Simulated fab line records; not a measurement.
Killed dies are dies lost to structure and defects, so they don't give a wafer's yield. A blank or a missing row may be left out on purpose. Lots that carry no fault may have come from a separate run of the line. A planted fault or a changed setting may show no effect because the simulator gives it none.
Comparing a struck lot with a sound one    flow sky130    24 out of 708 route steps
Sound: these wafers, L301.1, L301.5, L301.6. Struck: wafers L319.1, L319.4, L319.6. The cause is given at the end.
Order at every step that has rows: each side's tool, ch and its chambers, its first start. Under that, the readings that differ: sound wafers    struck wafers    difference of the means    sigmas: that difference in standard deviations of wafers without a fault.
alike: readings whose means differ by less than 2 such deviations, and words and numbers that are the same on both sides. not compared: withheld readings, readings that some wafer has no value for, bounds like >300 that may hide the same value, and numbers for which the record gives no deviation and whose values overlap.
Wherever a step has rows on one side only, a row that says differs or no value, or a row with sigmas, the two part there. When numbers do not overlap yet have no deviation, they are printed without sigmas and do not part them. A reading that every wafer of one side lacks parts them only if that side has two wafers or more.

first, 10 steps without rows for these wafers: SKY_METAL1_EXPOSE_12 (exposes mask MM1, target cd 140 nm); SKY_METAL1_PEB_13; SKY_METAL1_DEVELOP_14 (develop time 60 s); SKY_METAL1_DESCUM_17 (chemistry O2, time 8 s); SKY_METAL1_ETCH_18 (etches BARC in N2/H2, stops on SiO2, time 45.9 s, target depth 60 nm); SKY_METAL1_METAL_ETCH_19 (etches the open film in Cl2/BCl3, stops on SiO2, target depth 360 nm, time 78 s); SKY_METAL1_STRIP_20 (strips in O2/N2); SKY_METAL1_STRIP_21 (strips in post etch residue remover, time 1200 s); SKY_METAL1_CLEAN_22 (cleans in IPA, time 180 s); SKY_METAL1_CLEAN_23 (cleans in O3/DIW).
SKY_VIA1_HDPCVD_00: deposits SiO2, target thk 1030 nm, time 171.7 s.
  sound on hdpcvd-02 ch 0,2, day 33 07:07; struck on hdpcvd-02 ch 0,1, day 38 21:12
  no value came back on the struck wafers for pressure_mtorr (mTorr), run_length_s (s), sih4_flow_sccm (sccm); on the sound wafers pressure_mtorr (mTorr) reads 6.023 6.019 6.005
then, 10 steps without rows for these wafers: SKY_VIA1_CMP_02 (polishes SiO2); SKY_VIA1_DEHYDRATE_04 (time 60 s); SKY_VIA1_HMDS_05 (prime time 60 s); SKY_VIA1_COAT_06 (resist thk 60 nm); SKY_VIA1_COAT_07 (resist thk 450 nm); SKY_VIA1_SOFTBAKE_08 (time 90 s); SKY_VIA1_EXPOSE_09 (exposes mask VIM, target cd 150 nm); SKY_VIA1_PEB_10; SKY_VIA1_DEVELOP_11 (develop time 60 s); SKY_VIA1_ETCH_14 (etches BARC in N2/H2, stops on SiO2, time 45.9 s, target depth 60 nm).
SKY_VIA1_ETCH_15: etches SiO2 in C4F8/O2/Ar, stops on TiN, target depth 351 nm, time 54 s.
  sound on rie_diel-02 ch 0,1,3, day 34 10:04; struck on rie_diel-04 ch 1,2,3, day 39 22:43
reading                   sound              struck             difference  sigmas
oes_product_au (a.u.)     0.967 0.989 0.984  0.364 0.376 0.368  -0.611      -86
model.etch.depth_nm (nm)  346.6 345.7 344.2  0 0 0              -346        
  not compared: rf_hours_counter_h
then, 1 step without rows for these wafers: SKY_VIA1_STRIP_16 (strips in O2/N2).
-- the record jumps here: 10 days lie between the struck wafers' starts before and after (it left off in module VIA1 and takes up again in module PAD_OPEN, whose first step shown is number 708 of the route) --
SKY_PAD_OPEN_PROBE_99:
  the record has rows for the struck wafers here (prober-02, day 50 06:21) and none for the sound ones

== WHERE THEY PART ==
First at SKY_VIA1_HDPCVD_00; last, within this record, at SKY_PAD_OPEN_PROBE_99.

WHY: whatever the simulator had introduced
Entire step skipped (hdpcvd-02, SKY_VIA1_HDPCVD_00), from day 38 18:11 onward. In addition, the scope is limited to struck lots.
